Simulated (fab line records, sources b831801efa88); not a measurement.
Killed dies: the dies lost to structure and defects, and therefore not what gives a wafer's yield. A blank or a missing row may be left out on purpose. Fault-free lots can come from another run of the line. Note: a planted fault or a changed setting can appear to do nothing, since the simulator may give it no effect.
Split-lot trial :: flow sfq-line :: 5 lots, 23 wafers read, on a route of 325 steps

== THE SPLIT ITSELF ==
At SFQ_TRILAYER_M0_LITHO_COAT_026 (resist thk 62 nm), the setting resist-thk-nm was moved away from the recipe's 62 nm on 11 of the 23 wafers read, by -3.4% to +3.0%. All remaining wafers had this setting at the recipe value.

The reading is taken at the split's own step.

== THE READING ==
BARC_of_TRILAYER_M0_LITHO_COAT_026.thk-nm (the simulator's own value, which no gauge read), in nm, at SFQ_TRILAYER_M0_LITHO_COAT_026 (resist thk 62 nm). The file gives no usual value for it. Here, 12 wafers ran the recipe; their average is 61.93 nm with a standard deviation of 0.3 nm.

wafer: L074.2
tool, chamber at the split: litho-track-04, 0
resist-thk-nm as run, nm: 60.02
against the recipe: -3.2%
BARC_of_TRILAYER_M0_LITHO_COAT_026.thk-nm, nm: 60.05
against lot-mates on the recipe: -1.89

wafer: L074.3
tool, chamber at the split: litho-track-04, 0
resist-thk-nm as run, nm: 60.02
against the recipe: -3.2%
BARC_of_TRILAYER_M0_LITHO_COAT_026.thk-nm, nm: 60.21
against lot-mates on the recipe: -1.73

wafer: L074.4
tool, chamber at the split: litho-track-04, 0
resist-thk-nm as run, nm: 62
against the recipe: recipe
BARC_of_TRILAYER_M0_LITHO_COAT_026.thk-nm, nm: 61.83
against lot-mates on the recipe: -

wafer: L074.5
tool, chamber at the split: litho-track-04, 0
resist-thk-nm as run, nm: 60.02
against the recipe: -3.2%
BARC_of_TRILAYER_M0_LITHO_COAT_026.thk-nm, nm: 60.01
against lot-mates on the recipe: -1.93

wafer: L074.6
tool, chamber at the split: litho-track-04, 0
resist-thk-nm as run, nm: 62
against the recipe: recipe
BARC_of_TRILAYER_M0_LITHO_COAT_026.thk-nm, nm: 62.04
against lot-mates on the recipe: -

wafer: L075.1
tool, chamber at the split: litho-track-01, 0
resist-thk-nm as run, nm: 62
against the recipe: recipe
BARC_of_TRILAYER_M0_LITHO_COAT_026.thk-nm, nm: 61.64
against lot-mates on the recipe: -

wafer: L075.3
tool, chamber at the split: litho-track-01, 0
resist-thk-nm as run, nm: 62
against the recipe: recipe
BARC_of_TRILAYER_M0_LITHO_COAT_026.thk-nm, nm: 61.67
against lot-mates on the recipe: -

wafer: L075.4
tool, chamber at the split: litho-track-01, 0
resist-thk-nm as run, nm: 60.81
against the recipe: -1.9%
BARC_of_TRILAYER_M0_LITHO_COAT_026.thk-nm, nm: 60.41
against lot-mates on the recipe: -1.21

wafer: L075.5
tool, chamber at the split: litho-track-01, 0
resist-thk-nm as run, nm: 62
against the recipe: recipe
BARC_of_TRILAYER_M0_LITHO_COAT_026.thk-nm, nm: 61.55
against lot-mates on the recipe: -

wafer: L075.6
tool, chamber at the split: litho-track-01, 0
resist-thk-nm as run, nm: 60.81
against the recipe: -1.9%
BARC_of_TRILAYER_M0_LITHO_COAT_026.thk-nm, nm: 60.32
against lot-mates on the recipe: -1.30

wafer: L078.1
tool, chamber at the split: litho-track-01, 0
resist-thk-nm as run, nm: 62
against the recipe: recipe
BARC_of_TRILAYER_M0_LITHO_COAT_026.thk-nm, nm: 62.17
against lot-mates on the recipe: -

wafer: L078.2
tool, chamber at the split: litho-track-01, 0
resist-thk-nm as run, nm: 62
against the recipe: recipe
BARC_of_TRILAYER_M0_LITHO_COAT_026.thk-nm, nm: 62.26
against lot-mates on the recipe: -

wafer: L078.6
tool, chamber at the split: litho-track-01, 0
resist-thk-nm as run, nm: 62
against the recipe: recipe
BARC_of_TRILAYER_M0_LITHO_COAT_026.thk-nm, nm: 62.18
against lot-mates on the recipe: -

wafer: L080.1
tool, chamber at the split: litho-track-04, 0
resist-thk-nm as run, nm: 62
against the recipe: recipe
BARC_of_TRILAYER_M0_LITHO_COAT_026.thk-nm, nm: 61.48
against lot-mates on the recipe: -

wafer: L080.2
tool, chamber at the split: litho-track-04, 0
resist-thk-nm as run, nm: 59.89
against the recipe: -3.4%
BARC_of_TRILAYER_M0_LITHO_COAT_026.thk-nm, nm: 59.61
against lot-mates on the recipe: -1.99

wafer: L080.4
tool, chamber at the split: litho-track-04, 0
resist-thk-nm as run, nm: 59.89
against the recipe: -3.4%
BARC_of_TRILAYER_M0_LITHO_COAT_026.thk-nm, nm: 59.51
against lot-mates on the recipe: -2.09

wafer: L080.5
tool, chamber at the split: litho-track-04, 0
resist-thk-nm as run, nm: 62
against the recipe: recipe
BARC_of_TRILAYER_M0_LITHO_COAT_026.thk-nm, nm: 61.73
against lot-mates on the recipe: -

wafer: L080.6
tool, chamber at the split: litho-track-04, 0
resist-thk-nm as run, nm: 59.89
against the recipe: -3.4%
BARC_of_TRILAYER_M0_LITHO_COAT_026.thk-nm, nm: 59.73
against lot-mates on the recipe: -1.88

wafer: L084.1
tool, chamber at the split: litho-track-01, 0
resist-thk-nm as run, nm: 62
against the recipe: recipe
BARC_of_TRILAYER_M0_LITHO_COAT_026.thk-nm, nm: 62.27
against lot-mates on the recipe: -

wafer: L084.3
tool, chamber at the split: litho-track-01, 0
resist-thk-nm as run, nm: 63.84
against the recipe: +3.0%
BARC_of_TRILAYER_M0_LITHO_COAT_026.thk-nm, nm: 64.2
against lot-mates on the recipe: +1.91

wafer: L084.4
tool, chamber at the split: litho-track-01, 0
resist-thk-nm as run, nm: 62
against the recipe: recipe
BARC_of_TRILAYER_M0_LITHO_COAT_026.thk-nm, nm: 62.31
against lot-mates on the recipe: -

wafer: L084.5
tool, chamber at the split: litho-track-01, 0
resist-thk-nm as run, nm: 63.84
against the recipe: +3.0%
BARC_of_TRILAYER_M0_LITHO_COAT_026.thk-nm, nm: 64.06
against lot-mates on the recipe: +1.77

wafer: L084.6
tool, chamber at the split: litho-track-01, 0
resist-thk-nm as run, nm: 63.84
against the recipe: +3.0%
BARC_of_TRILAYER_M0_LITHO_COAT_026.thk-nm, nm: 64.04
against lot-mates on the recipe: +1.75

FIT RESULTS
A straight line over all 23 wafers: BARC_of_TRILAYER_M0_LITHO_COAT_026.thk-nm changes by +0.677 nm for each +1% of resist-thk-nm; r = +0.98; the points scatter about the line by 0.28 nm.
The same after taking each lot's own level away (the mean of its wafers on the recipe; 23 wafers): +0.595 nm for each +1%; r = +1.00; scatter 0.091 nm.
On that fit, the largest move of resist-thk-nm shifts the reading by 2 nm.
The span of the lots' own levels, 61.605 to 62.290 nm, comes to 2.3 times the standard deviation stated above.
Hence the slope depends on the lot-to-lot level, as the two fits are not the same.
Check: -2.02 nm against its lot-mates is what the line predicts for one of the wafers moved furthest among these (-3.4%) when that wafer is left out of the fit. Against them it came out at -1.99 nm.

== THE OTHER SPLITS THESE WAFERS WENT THROUGH ==
Before the reading, these wafers also passed through other splits. Each is held against what the fit with the lots' levels taken away leaves over:
other split on the same wafers: SFQ_TRILAYER_L0_LITHO_COAT_010 spin-rpm
wafers away from the commonest value: 11
r with BARC_of_TRILAYER_M0_LITHO_COAT_026.thk-nm (lot level and that fit taken away): +0.01

other split on the same wafers: SFQ_TRILAYER_L0_VIA_LITHO_COAT_018 resist-thk-nm
wafers away from the commonest value: 8
r with BARC_of_TRILAYER_M0_LITHO_COAT_026.thk-nm (lot level and that fit taken away): -0.18

other split on the same wafers: SFQ_TRILAYER_L0_VIA_LITHO_PEB_016 peb-temp-c
wafers away from the commonest value: 6
r with BARC_of_TRILAYER_M0_LITHO_COAT_026.thk-nm (lot level and that fit taken away): +0.18

== FILE'S OWN FIT ==
BARC_of_TRILAYER_M0_LITHO_COAT_026.thk-nm changes by +0.597 nm for each +1% of resist-thk-nm, r = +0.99.
